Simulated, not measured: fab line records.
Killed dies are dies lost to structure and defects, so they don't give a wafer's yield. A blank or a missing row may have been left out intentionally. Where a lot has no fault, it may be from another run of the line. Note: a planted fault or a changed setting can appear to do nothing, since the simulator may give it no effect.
Which tool was responsible?	flow gf180mcu	13 lots with 39 wafers sampled at 4 steps, on a route of 602 steps

WHAT THE GAUGES SHOWED, per wafer
GF_M2_RS_MEAS_05: measurement is done with a four-point probe.
lot	measured	on	M2_ALCU_RS (ohm/sq)
L116	day 18 09:20	film-metro-04	0.0714 0.0699 0.0696
L117	day 19 00:17	film-metro-04	0.0677 0.0679 0.0679
L120	day 20 06:48	film-metro-01	0.0712 0.0701 0.0696
L121	day 20 22:14	film-metro-04	0.0687 0.0693 0.0702
L122	day 21 08:04	film-metro-04	0.0682 0.0703 0.0698
L124	day 22 02:35	film-metro-01	0.0712 0.0699 0.0691
L132	day 24 11:03	film-metro-04	0.0682 0.0677 0.0680
L134	day 24 22:55	film-metro-04	0.0696 0.0704 0.0705
L135	day 25 15:01	film-metro-04	0.0700 0.0689 0.0694
L136	day 25 12:56	film-metro-04	0.0694 0.0712 0.0709
L137	day 25 18:44	film-metro-04	0.0678 0.0696 0.0687
L138	day 26 08:35	film-metro-04	0.0687 0.0702 0.0700
L139	day 26 14:46	film-metro-01	0.0690 0.0697 0.0703

GF_M2_CD_MEAS_14: target cd 280 nm.
lot	measured	on	cd-nm (nm)
L116	day 19 10:29	cd-sem-02	279.1 278.1 279.5
L117	day 20 00:31	cd-sem-01	282.0 281.8 281.3
L120	day 21 07:21	cd-sem-02	281.3 280.2 280.3
L121	day 21 21:43	cd-sem-02	280.9 279.7 281.1
L122	day 22 08:04	cd-sem-02	280.8 280.5 279.5
L124	day 23 01:42	cd-sem-01	279.6 279.8 279.9
L132	day 25 09:09	cd-sem-02	279.8 280.8 279.4
L134	day 25 20:01	cd-sem-02	279.8 280.0 280.3
L135	day 26 12:18	cd-sem-02	279.7 279.8 280.1
L136	day 26 10:13	cd-sem-02	278.7 279.8 279.2
L137	day 26 15:39	cd-sem-02	280.1 280.5 280.6
L138	day 27 05:40	cd-sem-01	277.6 277.5 278.8
L139	day 27 10:49	cd-sem-02	279.6 278.7 280.5

EACH LOT AND THE TOOL THAT RAN IT (in order: tool; ch and the chambers of the sampled wafers; start)
lot	GF_LVPWELL_EXPOSE_04	GF_CONTACT_CMP_27
L116	iline-stepper-02 ch 0, day 3 14:19	cmp-01 ch 2,3, day 16 06:11
L117	iline-stepper-01 ch 0, day 3 20:51	cmp-02 ch 2,3, day 16 19:44
L120	iline-stepper-02 ch 0, day 4 14:43	cmp-01 ch 2,3, day 18 02:19
L121	iline-stepper-01 ch 0, day 4 20:30	cmp-01 ch 2,3, day 18 17:31
L122	iline-stepper-02 ch 0, day 5 03:15	cmp-02 ch 1,3, day 19 02:58
L124	iline-stepper-02 ch 0, day 5 13:45	cmp-02 ch 0,1,3, day 19 21:14
L132	iline-stepper-01 ch 0, day 7 09:00	cmp-02 ch 1,2,3, day 22 09:47
L134	iline-stepper-02 ch 0, day 7 19:39	cmp-02 ch 0,1,3, day 22 21:58
L135	iline-stepper-01 ch 0, day 7 23:39	cmp-02 ch 0,1,3, day 23 15:32
L136	iline-stepper-01 ch 0, day 8 05:58	cmp-01 ch 1,2,3, day 23 11:49
L137	iline-stepper-01 ch 0, day 8 11:52	cmp-02 ch 0,1,2, day 23 18:31
L138	iline-stepper-02 ch 0, day 8 15:50	cmp-02 ch 1,2,3, day 24 09:10
L139	iline-stepper-02 ch 0, day 8 23:53	cmp-01 ch 0,1,2, day 24 15:35
- GF_LVPWELL_EXPOSE_04: exposes mask LVPWELL, target cd 600 nm.
- GF_CONTACT_CMP_27: polishes, stops on SiO2, t overpolish 15 s, target thk 0 nm.

WHAT THE TOOLS THEMSELVES READ (means of the sampled wafers that have a number; where no wafer has one, the mark that the record gives instead)
GF_LVPWELL_EXPOSE_04.
lot	tool	stage-vel-mm-s (mm/s)
L116	iline-stepper-02	499.93
L117	iline-stepper-01	499.79
L120	iline-stepper-02	500.11
L121	iline-stepper-01	500.08
L122	iline-stepper-02	499.76
L124	iline-stepper-02	499.85
L132	iline-stepper-01	500.30
L134	iline-stepper-02	499.90
L135	iline-stepper-01	500.20
L136	iline-stepper-01	499.93
L137	iline-stepper-01	499.92
L138	iline-stepper-02	500.06
L139	iline-stepper-02	499.83

GF_CONTACT_CMP_27.
lot	tool	edge-zone-pressure-frac	motor-current-A (A)	overpolish-run-s (s)	slurry-filter-dp-kPa (kPa)	time-to-endpoint-s (s)
L116	cmp-01	0.996	11.6	14.997	13.45	72
L117	cmp-02	0.994	11.3	15.007	13.73	76
L120	cmp-01	0.995	11.2	14.997	13.60	74
L121	cmp-01	1.000	11.1	15.001	13.39	74
L122	cmp-02	1.002	11.3	14.985	13.58	73
L124	cmp-02	1.002	11.0	14.999	13.30	73
L132	cmp-02	0.998	11.2	15.008	13.37	78
L134	cmp-02	0.996	11.4	14.992	13.48	73
L135	cmp-02	0.996	10.8	15.003	13.60	72
L136	cmp-01	1.000	12.0	15.003	13.61	76
L137	cmp-02	1.003	10.3	15.002	13.49	71
L138	cmp-02	1.002	11.5	15.005	13.38	72
L139	cmp-01	1.000	11.4	14.996	13.46	75

THE ANSWER, worked out from the rows above alone
Rule: what is usual is taken from the lots themselves. Put in order of their means at a reading, lots are off if they are a third of the lots or fewer, leave a main group of 4 or more, and stand apart from it by a gap of 3 or more times the standard deviation of the main group's means; of several such gaps the widest counts. If all means in a main group match to the digits the tables above print for the reading, that group is not used. A lot without any number at a reading at which 4 lots or more have one is off too. The other lots that the step has rows for count as sound. First the gauges in route order, then the tools' own readings, where a lot's mean is used as printed above. The first step at which some lot is off is used, and at that step the reading that is off furthest; a lot without a number counts as furthest.
Across all readings shown, no lot is off: no conclusion can be drawn from this.

WHAT THE SIMULATOR HAD INSERTED
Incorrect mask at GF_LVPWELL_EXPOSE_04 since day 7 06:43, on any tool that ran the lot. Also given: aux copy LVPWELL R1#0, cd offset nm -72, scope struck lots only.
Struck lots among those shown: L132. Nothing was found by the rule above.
